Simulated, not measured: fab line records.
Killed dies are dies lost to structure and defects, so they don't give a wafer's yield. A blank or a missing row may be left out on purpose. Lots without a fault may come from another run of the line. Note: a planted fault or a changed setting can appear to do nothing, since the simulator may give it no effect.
The tool behind it: which one? / flow gf180mcu / Sampling: 14 lots, 42 wafers, 3 of 602 route steps

WHAT THE GAUGES READ, wafer by wafer
GF_POLY_GATE_THK_MEAS_01. Usual: POLY_GATE_CVD_00_THK 200.3 nm, standard deviation 2.
lot=L953; measured=day 8 14:33; on=film-metro-03; POLY_GATE_CVD_00_THK (nm)=203.6 202.4 203.6; flag=
lot=L954; measured=day 8 21:55; on=film-metro-04; POLY_GATE_CVD_00_THK (nm)=198.8 196.9 196.9; flag=
lot=L956; measured=day 9 05:25; on=film-metro-03; POLY_GATE_CVD_00_THK (nm)=201.3 201.9 201.0; flag=
lot=L957; measured=day 9 18:22; on=film-metro-01; POLY_GATE_CVD_00_THK (nm)=198.6 199.8 197.1; flag=
lot=L958; measured=day 9 22:31; on=film-metro-01; POLY_GATE_CVD_00_THK (nm)=200.6 200.3 200.9; flag=
lot=L966; measured=day 12 10:56; on=film-metro-01; POLY_GATE_CVD_00_THK (nm)=198.2 197.3 199.5; flag=
lot=L967; measured=day 13 02:17; on=film-metro-04; POLY_GATE_CVD_00_THK (nm)=198.2 197.8 199.3; flag=
lot=L968; measured=day 13 02:16; on=film-metro-01; POLY_GATE_CVD_00_THK (nm)=201.0 199.3 199.0; flag=
lot=L970; measured=day 13 13:05; on=film-metro-03; POLY_GATE_CVD_00_THK (nm)=202.1 202.6 203.1; flag=
lot=L969; measured=day 13 14:44; on=film-metro-03; POLY_GATE_CVD_00_THK (nm)=198.6 199.1 198.7; flag=
lot=L971; measured=day 14 02:25; on=film-metro-01; POLY_GATE_CVD_00_THK (nm)=201.5 200.3 201.3; flag=
lot=L974; measured=day 14 12:02; on=film-metro-04; POLY_GATE_CVD_00_THK (nm)=198.3 198.7 200.1; flag=
lot=L973; measured=day 14 15:38; on=film-metro-04; POLY_GATE_CVD_00_THK (nm)=199.9 199.4 198.4; flag=
lot=L975; measured=day 15 03:52; on=film-metro-03; POLY_GATE_CVD_00_THK (nm)=199.2 198.3 201.3; flag=

GF_SALICIDE_RS_MEAS_04: uses a four-point probe to measure. Usual: SALICIDE_TIN_RS 16.3 ohm/sq, standard deviation 0.31.
lot=L953; measured=day 15 11:36; on=film-metro-03; SALICIDE_TIN_RS (ohm/sq)=16.4 16.0 16.4; flag=
lot=L954; measured=day 15 15:40; on=film-metro-03; SALICIDE_TIN_RS (ohm/sq)=16.1 16.5 15.9; flag=
lot=L956; measured=day 15 23:53; on=film-metro-04; SALICIDE_TIN_RS (ohm/sq)=15.9 15.9 16.0; flag=
lot=L957; measured=day 16 16:22; on=film-metro-01; SALICIDE_TIN_RS (ohm/sq)=16.1 16.4 16.3; flag=
lot=L958; measured=day 16 23:03; on=film-metro-04; SALICIDE_TIN_RS (ohm/sq)=16.3 16.0 16.3; flag=
lot=L966; measured=day 20 05:09; on=film-metro-03; SALICIDE_TIN_RS (ohm/sq)=16.4 15.9 16.5; flag=
lot=L967; measured=day 20 22:56; on=film-metro-01; SALICIDE_TIN_RS (ohm/sq)=16.7 16.6 16.5; flag=
lot=L968; measured=day 20 21:20; on=film-metro-03; SALICIDE_TIN_RS (ohm/sq)=15.6 15.9 15.7; flag=
lot=L970; measured=day 21 12:41; on=film-metro-03; SALICIDE_TIN_RS (ohm/sq)=16.6 16.6 16.5; flag=
lot=L969; measured=day 21 15:06; on=film-metro-04; SALICIDE_TIN_RS (ohm/sq)=16.0 16.4 16.5; flag=
lot=L971; measured=day 22 01:29; on=film-metro-01; SALICIDE_TIN_RS (ohm/sq)=15.9 16.4 15.9; flag=
lot=L974; measured=day 22 13:07; on=film-metro-04; SALICIDE_TIN_RS (ohm/sq)=16.2 15.9 16.0; flag=
lot=L973; measured=day 22 16:35; on=film-metro-03; SALICIDE_TIN_RS (ohm/sq)=16.5 16.7 16.4; flag=
lot=L975; measured=day 23 04:09; on=film-metro-03; SALICIDE_TIN_RS (ohm/sq)=16.5 15.9 16.4; flag=

WHAT TOOL EACH LOT RAN ON (gives the tool, then ch and the chambers of the sampled wafers, and finally the start)
lot=L953; GF_DNWELL_IMPLANT_07=implanter-04 ch 0, day 2 21:22
lot=L954; GF_DNWELL_IMPLANT_07=implanter-01 ch 0, day 3 00:41
lot=L956; GF_DNWELL_IMPLANT_07=implanter-04 ch 0, day 3 10:11
lot=L957; GF_DNWELL_IMPLANT_07=implanter-01 ch 0, day 3 19:22
lot=L958; GF_DNWELL_IMPLANT_07=implanter-02 ch 0, day 3 22:04
lot=L966; GF_DNWELL_IMPLANT_07=implanter-01 ch 0, day 5 17:30
lot=L967; GF_DNWELL_IMPLANT_07=implanter-01 ch 0, day 6 02:41
lot=L968; GF_DNWELL_IMPLANT_07=implanter-02 ch 0, day 6 02:56
lot=L970; GF_DNWELL_IMPLANT_07=implanter-04 ch 0, day 6 16:23
lot=L969; GF_DNWELL_IMPLANT_07=implanter-02 ch 0, day 6 16:43
lot=L971; GF_DNWELL_IMPLANT_07=implanter-02 ch 0, day 7 03:10
lot=L974; GF_DNWELL_IMPLANT_07=implanter-04 ch 0, day 7 11:13
lot=L973; GF_DNWELL_IMPLANT_07=implanter-02 ch 0, day 7 11:34
lot=L975; GF_DNWELL_IMPLANT_07=implanter-04 ch 0, day 7 20:07
- GF_DNWELL_IMPLANT_07

WHAT THE TOOLS THEMSELVES READ (means of the sampled wafers that have a number; where no wafer has one, the mark that the record gives instead)
GF_DNWELL_IMPLANT_07. Usual: beam-energy-keV 1500.1, standard deviation 0.47; beam-on-s 10.00 s, standard deviation 0.18.
lot=L953; tool=implanter-04; beam-energy-keV=1499.7; beam-on-s (s)=9.86; flag=
lot=L954; tool=implanter-01; beam-energy-keV=1500.3; beam-on-s (s)=10.10; flag=
lot=L956; tool=implanter-04; beam-energy-keV=1500.1; beam-on-s (s)=10.06; flag=
lot=L957; tool=implanter-01; beam-energy-keV=1500.5; beam-on-s (s)=9.94; flag=
lot=L958; tool=implanter-02; beam-energy-keV=1500.0; beam-on-s (s)=10.04; flag=
lot=L966; tool=implanter-01; beam-energy-keV=1323.4; beam-on-s (s)=10.07; flag=OFF
lot=L967; tool=implanter-01; beam-energy-keV=1322.0; beam-on-s (s)=9.98; flag=OFF
lot=L968; tool=implanter-02; beam-energy-keV=1500.2; beam-on-s (s)=10.02; flag=
lot=L970; tool=implanter-04; beam-energy-keV=1499.7; beam-on-s (s)=9.97; flag=
lot=L969; tool=implanter-02; beam-energy-keV=1499.5; beam-on-s (s)=9.95; flag=
lot=L971; tool=implanter-02; beam-energy-keV=1499.9; beam-on-s (s)=9.88; flag=
lot=L974; tool=implanter-04; beam-energy-keV=1500.4; beam-on-s (s)=10.05; flag=
lot=L973; tool=implanter-02; beam-energy-keV=1500.3; beam-on-s (s)=10.06; flag=
lot=L975; tool=implanter-04; beam-energy-keV=1500.6; beam-on-s (s)=10.00; flag=

THE ANSWER, worked out from the rows above alone
Rule: a lot is off if the mean of its wafers that have a number lies more than 3 standard deviations from the usual mean. A lot without any number at a reading at which 4 lots or more have one is off too. The other lots that the step has rows for count as sound. The gauges are gone through in route order, then the tools' own readings, and for those a lot's mean is taken as printed above. The first step at which some lot is off is used, and at that step the reading that is off furthest; a lot without a number counts as furthest.
Off, at GF_DNWELL_IMPLANT_07 on beam-energy-keV: L966, L967.
If a tool, at that step or one of the process steps before it, ran each lot that is off and ran no sound lot following the first of them, it fits. One fits: implanter-01 at GF_DNWELL_IMPLANT_07. Its last sound lot is L957 (day 3 19:22), its first lot that is off L966 (day 5 17:30): a fault that began between those two fits.
The tool's own readings at GF_DNWELL_IMPLANT_07 bear it out: on the lots that are off they differ by more than 5 times the standard deviation of the sound lots' means. beam-energy-keV reads 1322.7 there against 1500.1 on the sound lots.

WHAT THE SIMULATOR HAD INSERTED
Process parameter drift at GF_DNWELL_IMPLANT_07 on implanter-01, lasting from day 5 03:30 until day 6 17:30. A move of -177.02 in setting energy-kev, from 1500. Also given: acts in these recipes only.
Shown lots that were struck: L966, L967. The rule above found the same.
